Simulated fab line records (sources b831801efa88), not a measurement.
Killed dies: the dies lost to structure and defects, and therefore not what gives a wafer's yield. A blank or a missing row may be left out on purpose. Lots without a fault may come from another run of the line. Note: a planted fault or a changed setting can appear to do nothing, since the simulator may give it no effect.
Which tool was responsible? :: flow sky130 :: 12 lots with 36 wafers sampled at 5 steps, on a route of 708 steps

## WHAT THE GAUGES SHOWED, per wafer
No reading from a measuring or inspecting step in the record can be judged against a usual standard deviation.

## TOOL THAT RAN EACH LOT (tool first, then ch and the chambers of the sampled wafers, then the start)
lot: L451
SKY_VIA3_STRIP_16: plasmaAsher-04 ch 0,1, day 40 03:56
SKY_METAL4_SPUTTER_00: pvdSputter-01, day 40 05:20
SKY_METAL5_SPUTTER_00: pvdSputter-01, day 43 08:22
SKY_METAL5_SPUTTER_01: pvdSputter-01, day 43 08:23
SKY_PAD_OPEN_PROBE_99: prober-01, day 46 07:27

lot: L452
SKY_VIA3_STRIP_16: plasmaAsher-01 ch 1, day 40 20:59
SKY_METAL4_SPUTTER_00: pvdSputter-01, day 40 22:19
SKY_METAL5_SPUTTER_00: pvdSputter-01, day 44 10:45
SKY_METAL5_SPUTTER_01: pvdSputter-01, day 44 10:46
SKY_PAD_OPEN_PROBE_99: prober-01, day 47 05:21

lot: L454
SKY_VIA3_STRIP_16: plasmaAsher-04 ch 0,1, day 40 23:34
SKY_METAL4_SPUTTER_00: pvdSputter-02, day 41 00:52
SKY_METAL5_SPUTTER_00: pvdSputter-04, day 44 10:25
SKY_METAL5_SPUTTER_01: pvdSputter-04, day 44 10:26
SKY_PAD_OPEN_PROBE_99: prober-02, day 47 04:35

lot: L453
SKY_VIA3_STRIP_16: plasmaAsher-03 ch 0,1, day 41 02:53
SKY_METAL4_SPUTTER_00: pvdSputter-02, day 41 04:23
SKY_METAL5_SPUTTER_00: pvdSputter-03, day 44 11:04
SKY_METAL5_SPUTTER_01: pvdSputter-03, day 44 11:05
SKY_PAD_OPEN_PROBE_99: prober-02, day 47 05:56

lot: L456
SKY_VIA3_STRIP_16: plasmaAsher-04 ch 0,1, day 41 12:11
SKY_METAL4_SPUTTER_00: pvdSputter-02, day 41 13:26
SKY_METAL5_SPUTTER_00: pvdSputter-03, day 44 14:28
SKY_METAL5_SPUTTER_01: pvdSputter-03, day 44 14:29
SKY_PAD_OPEN_PROBE_99: prober-01, day 47 08:14

lot: L458
SKY_VIA3_STRIP_16: plasmaAsher-01 ch 0,1, day 41 23:47
SKY_METAL4_SPUTTER_00: pvdSputter-02, day 42 01:26
SKY_METAL5_SPUTTER_00: pvdSputter-01, day 45 01:58
SKY_METAL5_SPUTTER_01: pvdSputter-01, day 45 01:59
SKY_PAD_OPEN_PROBE_99: prober-02, day 47 23:10

lot: L459
SKY_VIA3_STRIP_16: plasmaAsher-01 ch 0,1, day 42 03:44
SKY_METAL4_SPUTTER_00: pvdSputter-02, day 42 05:00
SKY_METAL5_SPUTTER_00: pvdSputter-04, day 45 06:03
SKY_METAL5_SPUTTER_01: pvdSputter-04, day 45 06:04
SKY_PAD_OPEN_PROBE_99: prober-01, day 48 00:34

lot: L460
SKY_VIA3_STRIP_16: plasmaAsher-01 ch 0,1, day 42 19:26
SKY_METAL4_SPUTTER_00: pvdSputter-02, day 42 20:53
SKY_METAL5_SPUTTER_00: pvdSputter-04, day 45 19:53
SKY_METAL5_SPUTTER_01: pvdSputter-04, day 45 19:54
SKY_PAD_OPEN_PROBE_99: prober-02, day 48 09:58

lot: L461
SKY_VIA3_STRIP_16: plasmaAsher-04 ch 0,1, day 42 22:53
SKY_METAL4_SPUTTER_00: pvdSputter-02, day 43 00:35
SKY_METAL5_SPUTTER_00: pvdSputter-04, day 45 23:05
SKY_METAL5_SPUTTER_01: pvdSputter-04, day 45 23:06
SKY_PAD_OPEN_PROBE_99: prober-01, day 48 17:56

lot: L463
SKY_VIA3_STRIP_16: plasmaAsher-01 ch 0,1, day 43 11:08
SKY_METAL4_SPUTTER_00: pvdSputter-04, day 43 12:26
SKY_METAL5_SPUTTER_00: pvdSputter-03, day 46 12:42
SKY_METAL5_SPUTTER_01: pvdSputter-03, day 46 12:43
SKY_PAD_OPEN_PROBE_99: prober-02, day 49 04:10

lot: L466
SKY_VIA3_STRIP_16: plasmaAsher-03 ch 0,1, day 44 08:47
SKY_METAL4_SPUTTER_00: pvdSputter-01, day 44 10:05
SKY_METAL5_SPUTTER_00: pvdSputter-03, day 47 08:49
SKY_METAL5_SPUTTER_01: pvdSputter-03, day 47 08:51
SKY_PAD_OPEN_PROBE_99: prober-02, day 49 19:08

lot: L474
SKY_VIA3_STRIP_16: plasmaAsher-01 ch 0,1, day 46 03:08
SKY_METAL4_SPUTTER_00: pvdSputter-01, day 46 08:30
SKY_METAL5_SPUTTER_00: pvdSputter-04, day 48 20:52
SKY_METAL5_SPUTTER_01: pvdSputter-04, day 48 20:53
SKY_PAD_OPEN_PROBE_99: prober-02, day 51 00:04
- SKY_VIA3_STRIP_16: strips in O2/N2.
- SKY_METAL4_SPUTTER_00: material Ti, target thk 15 nm, time 10 s.
- SKY_METAL5_SPUTTER_00: material Ti, target thk 15 nm, time 10 s.
- SKY_METAL5_SPUTTER_01: material TiN, target thk 20 nm, time 16.7 s.
- SKY_PAD_OPEN_PROBE_99

## WHAT THE TOOLS THEMSELVES READ (means of the sampled wafers that have a number; where no wafer has one, the mark that the record gives instead)
SKY_VIA3_STRIP_16. Usual: chamberPressureMTorr 1499.9 mTorr, standard deviation 1.5; drypumpMotorCurrentA 5.8 A, standard deviation 0.35; oesProductAu 0.403 a.u., standard deviation 0.0045; stripTimeToEndpointS 4.135 s, standard deviation 0.02.
lot: L451
tool: plasmaAsher-04
chamberPressureMTorr (mTorr): 1500.4
drypumpMotorCurrentA (A): 5.7
oesProductAu (a.u.): 0.409
stripTimeToEndpointS (s): 4.130
flag: 

lot: L452
tool: plasmaAsher-01
chamberPressureMTorr (mTorr): 1499.0
drypumpMotorCurrentA (A): 6.1
oesProductAu (a.u.): 0.404
stripTimeToEndpointS (s): 4.147
flag: 

lot: L454
tool: plasmaAsher-04
chamberPressureMTorr (mTorr): 1499.1
drypumpMotorCurrentA (A): 5.5
oesProductAu (a.u.): 0.398
stripTimeToEndpointS (s): 4.127
flag: 

lot: L453
tool: plasmaAsher-03
chamberPressureMTorr (mTorr): 1500.3
drypumpMotorCurrentA (A): 5.9
oesProductAu (a.u.): 0.401
stripTimeToEndpointS (s): 4.117
flag: 

lot: L456
tool: plasmaAsher-04
chamberPressureMTorr (mTorr): 1501.2
drypumpMotorCurrentA (A): 5.5
oesProductAu (a.u.): 0.405
stripTimeToEndpointS (s): 4.152
flag: 

lot: L458
tool: plasmaAsher-01
chamberPressureMTorr (mTorr): 1501.3
drypumpMotorCurrentA (A): 6.2
oesProductAu (a.u.): 0.405
stripTimeToEndpointS (s): 4.153
flag: 

lot: L459
tool: plasmaAsher-01
chamberPressureMTorr (mTorr): 1501.2
drypumpMotorCurrentA (A): 6.2
oesProductAu (a.u.): 0.400
stripTimeToEndpointS (s): 4.159
flag: 

lot: L460
tool: plasmaAsher-01
chamberPressureMTorr (mTorr): 1500.7
drypumpMotorCurrentA (A): 6.2
oesProductAu (a.u.): 0.397
stripTimeToEndpointS (s): 4.112
flag: 

lot: L461
tool: plasmaAsher-04
chamberPressureMTorr (mTorr): 1500.4
drypumpMotorCurrentA (A): 5.7
oesProductAu (a.u.): 0.399
stripTimeToEndpointS (s): 4.106
flag: 

lot: L463
tool: plasmaAsher-01
chamberPressureMTorr (mTorr): 1500.4
drypumpMotorCurrentA (A): 6.2
oesProductAu (a.u.): 0.402
stripTimeToEndpointS (s): 4.129
flag: 

lot: L466
tool: plasmaAsher-03
chamberPressureMTorr (mTorr): 1498.9
drypumpMotorCurrentA (A): 5.9
oesProductAu (a.u.): 0.398
stripTimeToEndpointS (s): 4.131
flag: 

lot: L474
tool: plasmaAsher-01
chamberPressureMTorr (mTorr): 1499.7
drypumpMotorCurrentA (A): 6.2
oesProductAu (a.u.): 0.406
stripTimeToEndpointS (s): 4.144
flag: 

SKY_METAL4_SPUTTER_00. Usual: 30.1 % for throttleValvePct, sd 1.
lot: L451
tool: pvdSputter-01
throttleValvePct (%): 29.9
flag: 

lot: L452
tool: pvdSputter-01
throttleValvePct (%): 30.6
flag: 

lot: L454
tool: pvdSputter-02
throttleValvePct (%): 30.0
flag: 

lot: L453
tool: pvdSputter-02
throttleValvePct (%): 30.3
flag: 

lot: L456
tool: pvdSputter-02
throttleValvePct (%): 29.8
flag: 

lot: L458
tool: pvdSputter-02
throttleValvePct (%): 29.5
flag: 

lot: L459
tool: pvdSputter-02
throttleValvePct (%): 29.7
flag: 

lot: L460
tool: pvdSputter-02
throttleValvePct (%): 29.8
flag: 

lot: L461
tool: pvdSputter-02
throttleValvePct (%): 29.9
flag: 

lot: L463
tool: pvdSputter-04
throttleValvePct (%): 30.0
flag: 

lot: L466
tool: pvdSputter-01
throttleValvePct (%): 30.8
flag: 

lot: L474
tool: pvdSputter-01
throttleValvePct (%): 30.6
flag: 

SKY_METAL5_SPUTTER_00. Usual: 30.0 % for throttleValvePct, sd 1.3.
lot: L451
tool: pvdSputter-01
throttleValvePct (%): 29.4
flag: 

lot: L452
tool: pvdSputter-01
throttleValvePct (%): 30.0
flag: 

lot: L454
tool: pvdSputter-04
throttleValvePct (%): 29.5
flag: 

lot: L453
tool: pvdSputter-03
throttleValvePct (%): 30.0
flag: 

lot: L456
tool: pvdSputter-03
throttleValvePct (%): 30.0
flag: 

lot: L458
tool: pvdSputter-01
throttleValvePct (%): 30.1
flag: 

lot: L459
tool: pvdSputter-04
throttleValvePct (%): 30.7
flag: 

lot: L460
tool: pvdSputter-04
throttleValvePct (%): 29.8
flag: 

lot: L461
tool: pvdSputter-04
throttleValvePct (%): 31.2
flag: 

lot: L463
tool: pvdSputter-03
throttleValvePct (%): 29.2
flag: 

lot: L466
tool: pvdSputter-03
throttleValvePct (%): 30.0
flag: 

lot: L474
tool: pvdSputter-04
throttleValvePct (%): 30.4
flag: 

SKY_METAL5_SPUTTER_01. Usual: 30.0 % for throttleValvePct, sd 1.3.
lot: L451
tool: pvdSputter-01
throttleValvePct (%): 29.1
flag: 

lot: L452
tool: pvdSputter-01
throttleValvePct (%): 30.0
flag: 

lot: L454
tool: pvdSputter-04
throttleValvePct (%): 29.7
flag: 

lot: L453
tool: pvdSputter-03
throttleValvePct (%): 29.9
flag: 

lot: L456
tool: pvdSputter-03
throttleValvePct (%): 30.0
flag: 

lot: L458
tool: pvdSputter-01
throttleValvePct (%): 30.4
flag: 

lot: L459
tool: pvdSputter-04
throttleValvePct (%): 30.6
flag: 

lot: L460
tool: pvdSputter-04
throttleValvePct (%): 29.8
flag: 

lot: L461
tool: pvdSputter-04
throttleValvePct (%): 30.9
flag: 

lot: L463
tool: pvdSputter-03
throttleValvePct (%): 29.3
flag: 

lot: L466
tool: pvdSputter-03
throttleValvePct (%): 29.9
flag: 

lot: L474
tool: pvdSputter-04
throttleValvePct (%): 30.5
flag: 

SKY_PAD_OPEN_PROBE_99. Usual: defectLimitedYield 82.9 %, standard deviation 1.8; killed_at_M0_to_M3 42, standard deviation 7.2; killed_at_M4_up 3.2, standard deviation 1.8; killedAtContacts 24, standard deviation 5.4; killedAtFrontEnd 15, standard deviation 4; killedAtOther 0.3, standard deviation 0.59; killedDies 84, standard deviation 9; killedOpen 46, standard deviation 7.1; killedShort 38, standard deviation 6; sort_bin_3_pad_short 0.8 %, standard deviation 0.41; sort_bin_5_function 10.1 %, standard deviation 1.3; sort_bin_6_memory 6.3 %, standard deviation 1.2; sortNPass 408, standard deviation 9; sortYieldPct 82.9 %, standard deviation 1.8.
lot: L451
tool: prober-01
defectLimitedYield (%): 82.6
killed_at_M0_to_M3: 47
killed_at_M4_up: 3.7
killedAtContacts: 22
killedAtFrontEnd: 12
killedAtOther: 1.0
killedDies: 85
killedOpen: 41
killedShort: 44
sort_bin_3_pad_short (%): 0.9
sort_bin_5_function (%): 9.7
sort_bin_6_memory (%): 6.8
sortNPass: 407
sortYieldPct (%): 82.6
flag: 

lot: L452
tool: prober-01
defectLimitedYield (%): 82.3
killed_at_M0_to_M3: 36
killed_at_M4_up: 3.0
killedAtContacts: 27
killedAtFrontEnd: 20
killedAtOther: 0.3
killedDies: 87
killedOpen: 49
killedShort: 37
sort_bin_3_pad_short (%): 0.9
sort_bin_5_function (%): 10.1
sort_bin_6_memory (%): 6.6
sortNPass: 405
sortYieldPct (%): 82.3
flag: 

lot: L454
tool: prober-02
defectLimitedYield (%): 80.3
killed_at_M0_to_M3: 49
killed_at_M4_up: 3.7
killedAtContacts: 30
killedAtFrontEnd: 14
killedAtOther: 0.3
killedDies: 97
killedOpen: 52
killedShort: 45
sort_bin_3_pad_short (%): 1.1
sort_bin_5_function (%): 10.8
sort_bin_6_memory (%): 7.8
sortNPass: 395
sortYieldPct (%): 80.3
flag: 

lot: L453
tool: prober-02
defectLimitedYield (%): 80.9
killed_at_M0_to_M3: 46
killed_at_M4_up: 1.7
killedAtContacts: 30
killedAtFrontEnd: 16
killedAtOther: 0.0
killedDies: 94
killedOpen: 51
killedShort: 42
sort_bin_3_pad_short (%): 1.1
sort_bin_5_function (%): 10.8
sort_bin_6_memory (%): 7.2
sortNPass: 398
sortYieldPct (%): 80.9
flag: 

lot: L456
tool: prober-01
defectLimitedYield (%): 84.2
killed_at_M0_to_M3: 33
killed_at_M4_up: 2.0
killedAtContacts: 30
killedAtFrontEnd: 12
killedAtOther: 0.7
killedDies: 78
killedOpen: 47
killedShort: 30
sort_bin_3_pad_short (%): 0.9
sort_bin_5_function (%): 8.2
sort_bin_6_memory (%): 6.6
sortNPass: 414
sortYieldPct (%): 84.2
flag: 

lot: L458
tool: prober-02
defectLimitedYield (%): 84.3
killed_at_M0_to_M3: 36
killed_at_M4_up: 5.0
killedAtContacts: 21
killedAtFrontEnd: 15
killedAtOther: 0.0
killedDies: 77
killedOpen: 45
killedShort: 32
sort_bin_3_pad_short (%): 0.7
sort_bin_5_function (%): 10.1
sort_bin_6_memory (%): 4.8
sortNPass: 415
sortYieldPct (%): 84.3
flag: 

lot: L459
tool: prober-01
defectLimitedYield (%): 81.8
killed_at_M0_to_M3: 51
killed_at_M4_up: 2.7
killedAtContacts: 24
killedAtFrontEnd: 11
killedAtOther: 0.3
killedDies: 90
killedOpen: 46
killedShort: 43
sort_bin_3_pad_short (%): 0.3
sort_bin_5_function (%): 11.1
sort_bin_6_memory (%): 6.8
sortNPass: 402
sortYieldPct (%): 81.8
flag: 

lot: L460
tool: prober-02
defectLimitedYield (%): 81.8
killed_at_M0_to_M3: 46
killed_at_M4_up: 3.7
killedAtContacts: 25
killedAtFrontEnd: 14
killedAtOther: 0.7
killedDies: 90
killedOpen: 49
killedShort: 41
sort_bin_3_pad_short (%): 0.9
sort_bin_5_function (%): 11.0
sort_bin_6_memory (%): 6.4
sortNPass: 402
sortYieldPct (%): 81.8
flag: 

lot: L461
tool: prober-01
defectLimitedYield (%): 75.7
killed_at_M0_to_M3: 85
killed_at_M4_up: 2.0
killedAtContacts: 18
killedAtFrontEnd: 15
killedAtOther: 0.0
killedDies: 120
killedOpen: 40
killedShort: 29
sort_bin_3_pad_short (%): 3.7
sort_bin_5_function (%): 14.3
sort_bin_6_memory (%): 6.3
sortNPass: 372
sortYieldPct (%): 75.7
flag: OFF

lot: L463
tool: prober-02
defectLimitedYield (%): 83.3
killed_at_M0_to_M3: 41
killed_at_M4_up: 2.0
killedAtContacts: 23
killedAtFrontEnd: 17
killedAtOther: 0.0
killedDies: 82
killedOpen: 46
killedShort: 37
sort_bin_3_pad_short (%): 0.9
sort_bin_5_function (%): 9.4
sort_bin_6_memory (%): 6.4
sortNPass: 410
sortYieldPct (%): 83.3
flag: 

lot: L466
tool: prober-02
defectLimitedYield (%): 83.9
killed_at_M0_to_M3: 40
killed_at_M4_up: 5.7
killedAtContacts: 20
killedAtFrontEnd: 13
killedAtOther: 0.7
killedDies: 79
killedOpen: 38
killedShort: 40
sort_bin_3_pad_short (%): 0.6
sort_bin_5_function (%): 10.1
sort_bin_6_memory (%): 5.4
sortNPass: 413
sortYieldPct (%): 83.9
flag: 

lot: L474
tool: prober-02
defectLimitedYield (%): 84.1
killed_at_M0_to_M3: 39
killed_at_M4_up: 3.0
killedAtContacts: 24
killedAtFrontEnd: 12
killedAtOther: 0.0
killedDies: 78
killedOpen: 39
killedShort: 38
sort_bin_3_pad_short (%): 0.8
sort_bin_5_function (%): 9.4
sort_bin_6_memory (%): 5.8
sortNPass: 414
sortYieldPct (%): 84.1
flag: 

## THE ANSWER, worked out from the rows above alone
Rule: a lot is off if the mean of its wafers that have a number lies more than 3 standard deviations from the usual mean. Also off: a lot with no number at a reading for which 4 or more lots have one. Any other lot the step has rows for is counted as sound. First the gauges in route order, then the tools' own readings, where a lot's mean is used as printed above. The first step at which some lot is off is used, and at that step the reading that is off furthest; a lot without a number counts as furthest.
Off at SKY_PAD_OPEN_PROBE_99 (sort_bin_3_pad_short): L461.
If a tool, at that step or one of the process steps before it, ran each lot that is off and ran no sound lot following the first of them, it fits. Can't be told from this: 3 tools fit, plasmaAsher-04 at SKY_VIA3_STRIP_16, pvdSputter-02 at SKY_METAL4_SPUTTER_00, prober-01 at SKY_PAD_OPEN_PROBE_99.

## WHAT WAS PUT IN BY THE SIMULATOR
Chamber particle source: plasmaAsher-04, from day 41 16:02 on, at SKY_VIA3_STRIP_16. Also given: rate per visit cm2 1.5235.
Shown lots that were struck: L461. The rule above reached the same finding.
